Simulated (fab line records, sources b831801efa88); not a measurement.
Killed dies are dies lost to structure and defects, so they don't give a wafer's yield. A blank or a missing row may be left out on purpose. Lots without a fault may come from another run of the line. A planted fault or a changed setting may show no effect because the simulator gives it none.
Which tool did it? | flow sfq_line | 14 lots, 41 wafers sampled, at 4 steps of a route of 325

WHAT THE GAUGES READ, wafer by wafer
SFQ_M7_RS_MEAS_943: measures by four-point-probe.
lot  | measured     | on            | M7_NB_RS (ohm/sq)
L961 | day 70 17:37 | film_metro-02 | 0.888 0.872 0.886
L962 | day 70 20:30 | film_metro-03 | 0.872 0.880 0.894
L963 | day 71 04:19 | film_metro-01 | 0.908 0.896 0.894
L964 | day 71 09:43 | film_metro-01 | 0.871 0.890 0.873
L969 | day 80 12:11 | film_metro-02 | 0.884 0.901
L971 | day 80 21:03 | film_metro-01 | 0.888 0.886 0.886
L972 | day 81 06:11 | film_metro-01 | 0.896 0.893 0.894
L974 | day 81 14:10 | film_metro-03 | 0.891 0.894 0.902
L975 | day 81 17:44 | film_metro-03 | 0.882 0.888 0.901
L976 | day 81 20:08 | film_metro-03 | 0.890 0.903 0.884
L978 | day 82 10:19 | film_metro-01 | 0.901 0.870 0.876
L979 | day 82 11:36 | film_metro-02 | 0.896 0.884 0.877
L981 | day 83 05:09 | film_metro-02 | 0.900 0.884 0.893
L983 | day 83 10:32 | film_metro-01 | 0.887 0.886 0.882

WHICH TOOL RAN EACH LOT (tool, then ch and the chambers of the sampled wafers, then the start)
lot  | SFQ_TRILAYER_M6_DEP_SPUTTER_157 | SFQ_TRILAYER_I6_VIA_BARC_OPEN_VIA_ETCH_235 | SFQ_TRILAYER_M7_DEP_SPUTTER_175
L961 | pvd_sputter-06, day 61 20:42    | rie_diel-04 ch 1,2,3, day 70 16:28         | pvd_sputter-06, day 70 17:26
L962 | pvd_sputter-06, day 62 00:18    | rie_diel-03 ch 0,1,3, day 70 18:52         | pvd_sputter-04, day 70 20:25
L963 | pvd_sputter-03, day 62 08:19    | rie_diel-03 ch 0,2, day 71 03:16           | pvd_sputter-04, day 71 04:13
L964 | pvd_sputter-04, day 62 09:31    | rie_diel-03 ch 0,1,2, day 71 08:04         | pvd_sputter-04, day 71 09:37
L969 | pvd_sputter-06, day 76 22:03    | rie_diel-03 ch 0,3, day 80 11:05           | pvd_sputter-04, day 80 12:02
L971 | pvd_sputter-06, day 77 04:03    | rie_diel-03 ch 0,2, day 80 19:58           | pvd_sputter-06, day 80 20:55
L972 | pvd_sputter-06, day 77 07:55    | rie_diel-02 ch 0,1,3, day 81 05:08         | pvd_sputter-06, day 81 06:05
L974 | pvd_sputter-06, day 77 13:55    | rie_diel-02 ch 0,2, day 81 13:05           | pvd_sputter-05, day 81 14:02
L975 | pvd_sputter-04, day 77 16:19    | rie_diel-04 ch 0,1, day 81 16:41           | pvd_sputter-04, day 81 17:38
L976 | pvd_sputter-03, day 77 18:43    | rie_diel-02 ch 0,1,3, day 81 19:05         | pvd_sputter-05, day 81 20:02
L978 | pvd_sputter-04, day 78 03:16    | rie_diel-02 ch 2,3, day 82 09:16           | pvd_sputter-04, day 82 10:14
L979 | pvd_sputter-03, day 78 03:48    | rie_diel-04 ch 0,1,2, day 82 10:32         | pvd_sputter-05, day 82 11:29
L981 | pvd_sputter-04, day 78 13:24    | rie_diel-04 ch 0,1,2, day 83 03:29         | pvd_sputter-06, day 83 05:02
L983 | pvd_sputter-06, day 78 18:12    | rie_diel-02 ch 0,2, day 83 09:29           | pvd_sputter-06, day 83 10:26
- SFQ_TRILAYER_M6_DEP_SPUTTER_157: material Nb, target thk 200 nm, time 133.3 s.
- SFQ_TRILAYER_I6_VIA_BARC_OPEN_VIA_ETCH_235: etches BARC in O2, target depth 125 nm, time 41.7 s.
- SFQ_TRILAYER_M7_DEP_SPUTTER_175: material Nb, target thk 200 nm, time 133.3 s.

WHAT THE TOOLS THEMSELVES READ (means of the sampled wafers that have a number; where no wafer has one, the mark that the record gives instead)
SFQ_TRILAYER_M6_DEP_SPUTTER_157.
lot  | tool           | cathode_dc_power_W (W) | throttle_valve_pct (%)
L961 | pvd_sputter-06 | 1999.8                 | 28.2
L962 | pvd_sputter-06 | 2000.0                 | 29.0
L963 | pvd_sputter-03 | 1999.9                 | 29.2
L964 | pvd_sputter-04 | 1999.8                 | 31.6
L969 | pvd_sputter-06 | 2000.2                 | 27.2
L971 | pvd_sputter-06 | 2000.0                 | 29.1
L972 | pvd_sputter-06 | 1999.9                 | 29.2
L974 | pvd_sputter-06 | 1999.8                 | 29.2
L975 | pvd_sputter-04 | 1999.8                 | 29.8
L976 | pvd_sputter-03 | 2000.0                 | 29.0
L978 | pvd_sputter-04 | 1999.9                 | 30.6
L979 | pvd_sputter-03 | 1999.9                 | 29.4
L981 | pvd_sputter-04 | 1999.9                 | 31.2
L983 | pvd_sputter-06 | 1999.9                 | 29.9

SFQ_TRILAYER_I6_VIA_BARC_OPEN_VIA_ETCH_235.
lot  | tool        | drypump_motor_current_A (A) | oes_product_au (a.u.) | run_length_s (s)
L961 | rie_diel-04 | 5.7                         | 0.683                 | 70.3
L962 | rie_diel-03 | 5.9                         | 0.683                 | 69.6
L963 | rie_diel-03 | 6.3                         | 0.685                 | 70.3
L964 | rie_diel-03 | 6.0                         | 0.686                 | 69.9
L969 | rie_diel-03 | 6.2                         | 0.671                 | 72.3
L971 | rie_diel-03 | 6.3                         | 0.666                 | 73.6
L972 | rie_diel-02 | 5.4                         | 0.686                 | 70.1
L974 | rie_diel-02 | 5.7                         | 0.685                 | 69.9
L975 | rie_diel-04 | 5.8                         | 0.685                 | 70.4
L976 | rie_diel-02 | 5.4                         | 0.693                 | 69.9
L978 | rie_diel-02 | 5.8                         | 0.680                 | 69.8
L979 | rie_diel-04 | 5.6                         | 0.680                 | 70.6
L981 | rie_diel-04 | 5.6                         | 0.690                 | 70.4
L983 | rie_diel-02 | 5.7                         | 0.689                 | 70.0

SFQ_TRILAYER_M7_DEP_SPUTTER_175.
lot  | tool           | cathode_dc_power_W (W) | throttle_valve_pct (%)
L961 | pvd_sputter-06 | 1999.8                 | 29.8
L962 | pvd_sputter-04 | 1999.8                 | 31.1
L963 | pvd_sputter-04 | 1999.7                 | 31.3
L964 | pvd_sputter-04 | 2000.1                 | 29.9
L969 | pvd_sputter-04 | 1999.8                 | 30.5
L971 | pvd_sputter-06 | 2000.2                 | 30.3
L972 | pvd_sputter-06 | 2000.1                 | 29.0
L974 | pvd_sputter-05 | 1999.9                 | 30.6
L975 | pvd_sputter-04 | 2000.2                 | 30.7
L976 | pvd_sputter-05 | 1999.6                 | 30.7
L978 | pvd_sputter-04 | 2000.1                 | 29.9
L979 | pvd_sputter-05 | 1999.9                 | 30.8
L981 | pvd_sputter-06 | 2000.2                 | 29.0
L983 | pvd_sputter-06 | 2000.3                 | 28.1

THE ANSWER, worked out from the rows above alone
Rule: what is usual is taken from the lots themselves. Put in order of their means at a reading, lots are off if they are a third of the lots or fewer, leave a main group of 4 or more, and stand apart from it by a gap of 3 or more times the standard deviation of the main group's means; of several such gaps the widest counts. A main group whose means are all the same, to the digits that the tables above print for the reading, isn't used. A lot without any number at a reading at which 4 lots or more have one is off too. The other lots that the step has rows for count as sound. The gauges are gone through in route order, then the tools' own readings, and for those a lot's mean is taken as printed above. The first step at which some lot is off is used, and at that step the reading that is off furthest; a lot without a number counts as furthest.
Off: L969, L971, at SFQ_TRILAYER_I6_VIA_BARC_OPEN_VIA_ETCH_235 (run_length_s). The main group: mean 70.1 s, standard deviation 0.29.
A tool fits if, at that step or a process step before it, it ran every lot that is off, and no sound lot after the first of them. One fits: rie_diel-03 at SFQ_TRILAYER_I6_VIA_BARC_OPEN_VIA_ETCH_235. Its last sound lot is L964 (day 71 08:04), its first lot that is off L969 (day 80 11:05): a fault that began between those two fits.
The tool's own readings at SFQ_TRILAYER_I6_VIA_BARC_OPEN_VIA_ETCH_235 bear it out: on the lots that are off they differ by more than 5 times the standard deviation of the sound lots' means. run_length_s reads 72.9 s there against 70.1 s on the sound lots.

WHAT THE SIMULATOR HAD PUT IN
Process parameter drift: rie_diel-03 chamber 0, from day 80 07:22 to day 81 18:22, at SFQ_TRILAYER_I6_VIA_BARC_OPEN_VIA_ETCH_235. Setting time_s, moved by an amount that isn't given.
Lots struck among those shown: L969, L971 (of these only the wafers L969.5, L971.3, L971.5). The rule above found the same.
